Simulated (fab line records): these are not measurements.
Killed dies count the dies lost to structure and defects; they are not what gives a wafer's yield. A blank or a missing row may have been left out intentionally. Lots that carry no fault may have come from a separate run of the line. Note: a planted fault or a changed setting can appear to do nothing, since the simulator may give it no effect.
Which tool did it? | flow gf180mcu | Sampling: 12 lots, 36 wafers, 5 of 602 route steps

WHAT THE GAUGES SHOWED, per wafer
GF_CONTACT_OVL_MEAS_15. Usual: CONTACT_OVL gives -1 nm (standard deviation 5.3).
lot  | measured     | on         | CONTACT_OVL (nm) | flag
L396 | day 16 06:10 | overlay-02 | -7 -8 -9         |
L399 | day 17 09:43 | overlay-02 | -13 -7 -6        |
L400 | day 17 16:28 | overlay-01 | -7 5 -3          |
L401 | day 18 03:55 | overlay-01 | -2 -5 0          |
L402 | day 18 20:07 | overlay-01 | -5 -3 4          |
L404 | day 19 12:52 | overlay-02 | 3 7 2            |
L406 | day 20 05:55 | overlay-02 | 0 -2 2           |
L408 | day 20 17:46 | overlay-01 | 2 -3 1           |
L410 | day 21 13:13 | overlay-02 | -4 -7 -3         |
L411 | day 21 20:40 | overlay-02 | -5 0 1           |
L412 | day 22 04:07 | overlay-01 | 1 2 0            |
L414 | day 23 00:52 | overlay-02 | -8 3             |

GF_V1_THK_MEAS_03. Usual: V1_CVD_02_THK gives 851 nm (standard deviation 12).
lot  | measured     | on            | V1_CVD_02_THK (nm) | flag
L396 | day 17 06:11 | film_metro-02 | 830 842 847        |
L399 | day 18 11:55 | film_metro-04 | 840 848 845        |
L400 | day 18 18:19 | film_metro-02 | 846 840 862        |
L401 | day 19 06:01 | film_metro-03 | 831 839 851        |
L402 | day 19 23:08 | film_metro-04 | 848 859 861        |
L404 | day 20 15:43 | film_metro-04 | 835 852 839        |
L406 | day 21 08:02 | film_metro-03 | 842 873 856        |
L408 | day 21 20:46 | film_metro-03 | 853 848 889        |
L410 | day 22 15:02 | film_metro-02 | 848 827 856        |
L411 | day 22 22:55 | film_metro-02 | 839 885 858        |
L412 | day 23 05:41 | film_metro-02 | 865 841 865        |
L414 | day 24 02:28 | film_metro-02 | 836 879            |

TOOL THAT RAN EACH LOT (tool first, then ch and the chambers of the sampled wafers, then the start)
lot  | GF_POLY_GATE_ETCH_13             | GF_POLY_GATE_STRIP_14                | GF_M1_STRIP_17
L396 | rie_si-02 ch 1,2,3, day 9 10:33  | plasma_asher-02 ch 0,1, day 9 10:38  | plasma_asher-01 ch 0,1, day 17 05:28
L399 | rie_si-01 ch 0,2,3, day 10 07:12 | plasma_asher-04 ch 0,1, day 10 07:16 | plasma_asher-03 ch 0,1, day 18 11:10
L400 | rie_si-01 ch 0,1, day 10 13:23   | plasma_asher-01 ch 0,1, day 10 13:26 | plasma_asher-04 ch 0,1, day 18 17:33
L401 | rie_si-02 ch 0,1,3, day 10 22:11 | plasma_asher-02 ch 0,1, day 10 22:14 | plasma_asher-01 ch 0,1, day 19 05:15
L402 | rie_si-01 ch 0,2,3, day 11 11:43 | plasma_asher-01 ch 0,1, day 11 11:46 | plasma_asher-04 ch 0,1, day 19 22:04
L404 | rie_si-02 ch 1,2,3, day 11 23:59 | plasma_asher-02 ch 0,1, day 12 00:03 | plasma_asher-04 ch 0,1, day 20 14:38
L406 | rie_si-01 ch 0,1,2, day 12 14:32 | plasma_asher-04 ch 0,1, day 12 14:35 | plasma_asher-04 ch 0,1, day 21 07:18
L408 | rie_si-01 ch 0,1,3, day 13 01:53 | plasma_asher-02 ch 0,1, day 13 01:57 | plasma_asher-04 ch 0,1, day 21 20:00
L410 | rie_si-02 ch 1,3, day 13 17:32   | plasma_asher-02 ch 0,1, day 13 17:35 | plasma_asher-03 ch 0, day 22 14:17
L411 | rie_si-02 ch 0,1,2, day 14 00:05 | plasma_asher-01 ch 0,1, day 14 00:09 | plasma_asher-04 ch 0,1, day 22 22:10
L412 | rie_si-02 ch 2,3, day 14 05:49   | plasma_asher-01 ch 0,1, day 14 05:54 | plasma_asher-01 ch 0,1, day 23 04:58
L414 | rie_si-01 ch 0,1,3, day 14 21:32 | plasma_asher-02 ch 0,1, day 14 21:37 | plasma_asher-04 ch 0,1, day 24 01:43
- GF_POLY_GATE_ETCH_13: etches poly-Si in HBr/Cl2, stops on SiO2, target depth 198.5 nm, time 69.6 s.
- GF_POLY_GATE_STRIP_14: strips in O2/N2.
- GF_M1_STRIP_17: strips in O2/N2.

AS READ BY THE TOOLS THEMSELVES (means over the sampled wafers that have a number; for cases with no such wafer, the mark the record gives instead)
GF_POLY_GATE_ETCH_13. Usual: HBr_flow_sccm 150.0 sccm, standard deviation 0.46; drypump_motor_current_A 5.4 A, standard deviation 0.34; oes_product_au 0.988 a.u., standard deviation 0.0084; rf_fwd_power_W 397.3 W, standard deviation 1.6; run_length_s 97.8 s, standard deviation 0.53; throttle_valve_pct 33.685 %, standard deviation 0.009.
lot  | tool      | HBr_flow_sccm (sccm) | drypump_motor_current_A (A) | oes_product_au (a.u.) | rf_fwd_power_W (W) | run_length_s (s) | throttle_valve_pct (%) | flag
L396 | rie_si-02 | 150.4                | 5.1                         | 0.982                 | 398.6              | 97.5             | 33.678                 |
L399 | rie_si-01 | 149.8                | 5.9                         | 0.983                 | 397.5              | 98.2             | 33.685                 |
L400 | rie_si-01 | 149.7                | 5.7                         | 0.999                 | 396.8              | 97.7             | 33.681                 |
L401 | rie_si-02 | 149.7                | 5.1                         | 0.984                 | 398.2              | 97.6             | 33.691                 |
L402 | rie_si-01 | 150.0                | 5.9                         | 0.982                 | 394.5              | 98.2             | 33.685                 |
L404 | rie_si-02 | 150.4                | 5.1                         | 0.984                 | 397.0              | 97.5             | 33.686                 |
L406 | rie_si-01 | 149.7                | 5.7                         | 0.992                 | 396.7              | 97.8             | 33.683                 |
L408 | rie_si-01 | 149.9                | 5.7                         | 0.989                 | 395.5              | 97.8             | 33.692                 |
L410 | rie_si-02 | 149.8                | 5.1                         | 0.986                 | 399.5              | 97.2             | 33.673                 |
L411 | rie_si-02 | 150.1                | 5.2                         | 0.983                 | 397.0              | 97.9             | 33.683                 |
L412 | rie_si-02 | 150.1                | 5.1                         | 0.990                 | 396.7              | 97.8             | 33.686                 |
L414 | rie_si-01 | 150.0                | 5.7                         | 0.997                 | 397.5              | 86.2             | 33.676                 | OFF

GF_POLY_GATE_STRIP_14. Usual: drypump_motor_current_A 5.76 A, standard deviation 0.26; heater_power_w 345 W, standard deviation 69; oes_product_au 0.506 a.u., standard deviation 0.0041.
lot  | tool            | drypump_motor_current_A (A) | heater_power_w (W) | oes_product_au (a.u.) | flag
L396 | plasma_asher-02 | 5.76                        | 321                | 0.507                 |
L399 | plasma_asher-04 | 5.74                        | 300                | 0.505                 |
L400 | plasma_asher-01 | 5.81                        | 395                | 0.502                 |
L401 | plasma_asher-02 | 5.76                        | 312                | 0.504                 |
L402 | plasma_asher-01 | 5.85                        | 451                | 0.507                 |
L404 | plasma_asher-02 | 5.77                        | 320                | 0.508                 |
L406 | plasma_asher-04 | 5.74                        | 298                | 0.505                 |
L408 | plasma_asher-02 | 5.76                        | 310                | 0.504                 |
L410 | plasma_asher-02 | 5.60                        | 329                | 0.502                 |
L411 | plasma_asher-01 | 5.81                        | 387                | 0.507                 |
L412 | plasma_asher-01 | 5.82                        | 392                | 0.501                 |
L414 | plasma_asher-02 | 5.57                        | 328                | 0.511                 |

GF_M1_STRIP_17. Usual: drypump_motor_current_A 5.7 A, standard deviation 0.3; heater_power_w 348 W, standard deviation 73; oes_product_au 0.539 a.u., standard deviation 0.0048; strip_time_to_endpoint_s 7.31 s, standard deviation 0.067.
lot  | tool            | drypump_motor_current_A (A) | heater_power_w (W) | oes_product_au (a.u.) | strip_time_to_endpoint_s (s) | flag
L396 | plasma_asher-01 | 5.9                         | 446                | 0.536                 | 7.21                         |
L399 | plasma_asher-03 | 5.3                         | 344                | 0.541                 | 7.28                         |
L400 | plasma_asher-04 | 5.8                         | 299                | 0.541                 | 7.36                         |
L401 | plasma_asher-01 | 5.9                         | 447                | 0.542                 | 7.38                         |
L402 | plasma_asher-04 | 5.7                         | 305                | 0.538                 | 7.32                         |
L404 | plasma_asher-04 | 5.9                         | 296                | 0.542                 | 7.35                         |
L406 | plasma_asher-04 | 5.7                         | 299                | 0.538                 | 7.30                         |
L408 | plasma_asher-04 | 5.7                         | 301                | 0.533                 | 7.13                         |
L410 | plasma_asher-03 | 5.4                         | 361                | 0.546                 | 7.38                         |
L411 | plasma_asher-04 | 5.7                         | 300                | 0.540                 | 7.41                         |
L412 | plasma_asher-01 | 5.8                         | 393                | 0.538                 | 7.33                         |
L414 | plasma_asher-04 | 5.8                         | 297                | 0.540                 | 7.39                         |

THE ANSWER, worked out from the rows above alone
Rule: a lot is off if the mean of its wafers that have a number lies more than 3 standard deviations from the usual mean. Also off: a lot with no number at a reading for which 4 or more lots have one. Any other lot the step has rows for is counted as sound. The gauges are gone through in route order, then the tools' own readings, and for those a lot's mean is taken as printed above. At the first step where some lot is off, the reading lying furthest off is the one used; lots without a number count as furthest.
Off: L414, at GF_POLY_GATE_ETCH_13 (run_length_s).
If a tool, at that step or one of the process steps before it, ran each lot that is off and ran no sound lot following the first of them, it fits. One fits: rie_si-01 at GF_POLY_GATE_ETCH_13. Its last sound lot is L408 (day 13 01:53), its first lot that is off L414 (day 14 21:32): a fault that began between those two fits.
On the lots that are off, the tool's own readings at GF_POLY_GATE_ETCH_13 differ by more than 5 times the standard deviation of the sound lots' means, which bears it out; run_length_s reads 86.2 s there versus 97.7 s on the sound lots.

WHAT HAD BEEN PUT IN BY THE SIMULATOR
rie_si-01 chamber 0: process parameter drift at GF_POLY_GATE_ETCH_13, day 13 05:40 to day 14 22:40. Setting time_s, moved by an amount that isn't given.
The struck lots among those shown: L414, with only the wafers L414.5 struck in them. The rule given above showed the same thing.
